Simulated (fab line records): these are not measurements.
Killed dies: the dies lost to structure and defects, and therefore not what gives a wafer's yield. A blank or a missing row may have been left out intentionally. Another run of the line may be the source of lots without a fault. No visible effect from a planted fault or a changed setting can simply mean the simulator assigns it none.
Chamber matching + flow gf180mcu + cmp-01 running GF_V1_CMP_04: 4 sister chambers
The step polishes SiO2. 8 wafers are shown with their chamber, then 10 later ones without.

WAFERS PAIRED WITH THEIR CHAMBERS
| wafer  | chamber | motorCurrentA (A) | timeToEndpointS (s) |
|--------|---------|-------------------|---------------------|
| L943.2 | 2       | 12.4              | 77                  |
| L944.3 | 2       | 12.8              | 79                  |
| L944.5 | 1       | 10.1              | 83                  |
| L944.6 | 0       | 13.6              | 81                  |
| L950.2 | 0       | 13.4              | 64                  |
| L950.6 | 3       | 11.0              | 94                  |
| L951.1 | 1       | 10.1              | 85                  |
| L951.4 | 3       | 11.2              | 89                  |

WAFERS WITHOUT THEIR CHAMBER
| wafer  | motorCurrentA (A) | timeToEndpointS (s) |
|--------|-------------------|---------------------|
| L951.5 | 12.1              | 70                  |
| L952.2 | 11.8              | 76                  |
| L952.3 | 10.4              | 80                  |
| L952.4 | 11.4              | 81                  |
| L958.1 | 12.3              | 79                  |
| L958.2 | 10.7              | 86                  |
| L958.5 | 12.4              | 82                  |
| L959.1 | 12.0              | 84                  |
| L959.2 | 11.2              | 86                  |
| L959.6 | 10.5              | 91                  |

THE CHAMBER EACH PASSED THROUGH
| wafer  | from the rows above     | in truth |
|--------|-------------------------|----------|
| L951.5 | 2                       | 2        |
| L952.2 | can't be placed: 2 or 3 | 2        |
| L952.3 | 1                       | 1        |
| L952.4 | 3                       | 3        |
| L958.1 | 2                       | 2        |
| L958.2 | can't be placed: 3 or 1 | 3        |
| L958.5 | 2                       | 2        |
| L959.1 | can't be placed: 2 or 3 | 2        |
| L959.2 | 3                       | 3        |
| L959.6 | can't be placed: 1 or 3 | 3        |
Correct placement for 6 of the 10. From these rows, 4 cannot be placed; in 4 the true chamber is one of the candidates. 0 placed wrongly.
How it was worked out, from the rows above alone: a wafer's distance from a chamber is the root of the sum, over the readings, of the square of ((its reading less the chamber's mean) divided by the reading's scatter). If the next closest chamber is less than 2 further off than the closest, the wafer can't be placed; otherwise it belongs to the closest. A chamber's mean is the mean of its shown wafers. How the scatter is found: for the shown wafers, subtract from each reading the mean of its chamber, square and add these, divide the total by (wafers less chambers), then take the root.
